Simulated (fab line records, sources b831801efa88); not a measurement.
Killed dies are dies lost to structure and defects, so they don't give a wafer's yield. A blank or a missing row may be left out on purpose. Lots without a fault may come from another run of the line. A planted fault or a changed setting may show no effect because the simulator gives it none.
Split-lot experiment | flow sfq_line | 5 lots, 23 wafers read, on a route of 325 steps

THE SPLIT
At SFQ_TRILAYER_I6_VIA_LITHO_COAT_169 (resist thk 650 nm), the setting resist_thk_nm was moved away from the recipe's 650 nm on 8 of the 23 wafers read, by -4.4% to +4.0%. The other wafers ran this setting at the recipe's value.

The reading is taken at the split's own step.

THE READING
KrF_of_TRILAYER_I6_VIA_LITHO_COAT_169.thk_nm (the simulator's own value, which no gauge read), in nm, at SFQ_TRILAYER_I6_VIA_LITHO_COAT_169 (resist thk 650 nm). The file gives no usual value for it. The 15 wafers here that ran the recipe average 650.0 nm, standard deviation 1.8 nm.

wafer  | tool, chamber at the split | resist_thk_nm as run, nm | against the recipe | KrF_of_TRILAYER_I6_VIA_LITHO_COAT_169.thk_nm, nm | against lot-mates on the recipe
L075.1 | litho_track-04, 0          | 621.5                    | -4.4%              | 619                                              | -27.2
L075.2 | litho_track-04, 0          | 621.5                    | -4.4%              | 620.5                                            | -25.7
L075.3 | litho_track-04, 0          | 650                      | recipe             | 646.5                                            | -
L075.4 | litho_track-04, 0          | 621.5                    | -4.4%              | 618.7                                            | -27.5
L075.5 | litho_track-04, 0          | 650                      | recipe             | 645.9                                            | -
L076.1 | litho_track-03, 0          | 650                      | recipe             | 650                                              | -
L076.2 | litho_track-03, 0          | 650                      | recipe             | 648.6                                            | -
L076.4 | litho_track-03, 0          | 650                      | recipe             | 650.7                                            | -
L076.5 | litho_track-03, 0          | 650                      | recipe             | 649.7                                            | -
L076.6 | litho_track-03, 0          | 650                      | recipe             | 648.9                                            | -
L077.1 | litho_track-04, 0          | 629.1                    | -3.2%              | 626.3                                            | -23.9
L077.2 | litho_track-04, 0          | 629.1                    | -3.2%              | 629.8                                            | -20.4
L077.3 | litho_track-04, 0          | 650                      | recipe             | 650.5                                            | -
L077.4 | litho_track-04, 0          | 629.1                    | -3.2%              | 629.2                                            | -20.9
L077.5 | litho_track-04, 0          | 650                      | recipe             | 649.8                                            | -
L082.2 | litho_track-04, 0          | 650                      | recipe             | 652.5                                            | -
L082.3 | litho_track-04, 0          | 676.2                    | +4.0%              | 677.3                                            | +25.4
L082.4 | litho_track-04, 0          | 650                      | recipe             | 652.3                                            | -
L082.5 | litho_track-04, 0          | 650                      | recipe             | 650.8                                            | -
L082.6 | litho_track-04, 0          | 676.2                    | +4.0%              | 679.3                                            | +27.4
L083.2 | litho_track-04, 0          | 650                      | recipe             | 651.3                                            | -
L083.3 | litho_track-04, 0          | 650                      | recipe             | 650.6                                            | -
L083.6 | litho_track-04, 0          | 650                      | recipe             | 651.2                                            | -

THE FIT
A straight line over all 23 wafers: KrF_of_TRILAYER_I6_VIA_LITHO_COAT_169.thk_nm changes by +6.93 nm for each +1% of resist_thk_nm; r = +0.99; the points scatter about the line by 1.7 nm.
The same after taking each lot's own level away (the mean of its wafers on the recipe; 23 wafers): +6.41 nm for each +1%; r = +1.00; scatter 1.1 nm.
On that fit, the largest move of resist_thk_nm shifts the reading by 28 nm.
The lots' own levels span 646.20 to 651.87 nm, that is 3.1 times the standard deviation above.
So the lot-to-lot level changes the slope little: the two slopes agree.
Check: with one of the wafers moved furthest among these (-4.4%) left out of the fit, the line predicts -28.2 nm for it against its lot-mates. It came out at -27.2 nm against them.

OTHER SPLITS ON THESE WAFERS
These wafers also went through other splits before the reading. Each is held against what the fit with the lots' levels taken away leaves over:
other split on the same wafers               | wafers away from the commonest value | r with KrF_of_TRILAYER_I6_VIA_LITHO_COAT_169.thk_nm (lot level and that fit taken away)
SFQ_TRILAYER_JJ_CE_BARC_OPEN_RIE_150 bias_w  | 7                                    | -0.42
SFQ_TRILAYER_M5_LITHO_COAT_128 resist_thk_nm | 9                                    | -0.21
SFQ_TRILAYER_R5_LITHO_COAT_136 resist_thk_nm | 9                                    | +0.04
SFQ_TRILAYER_I5_LITHO_COAT_144 spin_rpm      | 9                                    | -0.37
SFQ_TRILAYER_I5_ETCH_VIA_ETCH_147 source_w   | 6                                    | -0.17
SFQ_TRILAYER_C5_LITHO_COAT_156 resist_thk_nm | 10                                   | +0.39
SFQ_TRILAYER_M6_DEP_SPUTTER_157 power_w      | 7                                    | -0.44
SFQ_TRILAYER_M6_LITHO_COAT_159 spin_rpm      | 8                                    | -0.39

THE FILE'S OWN FIT
KrF_of_TRILAYER_I6_VIA_LITHO_COAT_169.thk_nm changes by +6.41 nm for each +1% of resist_thk_nm, r = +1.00.
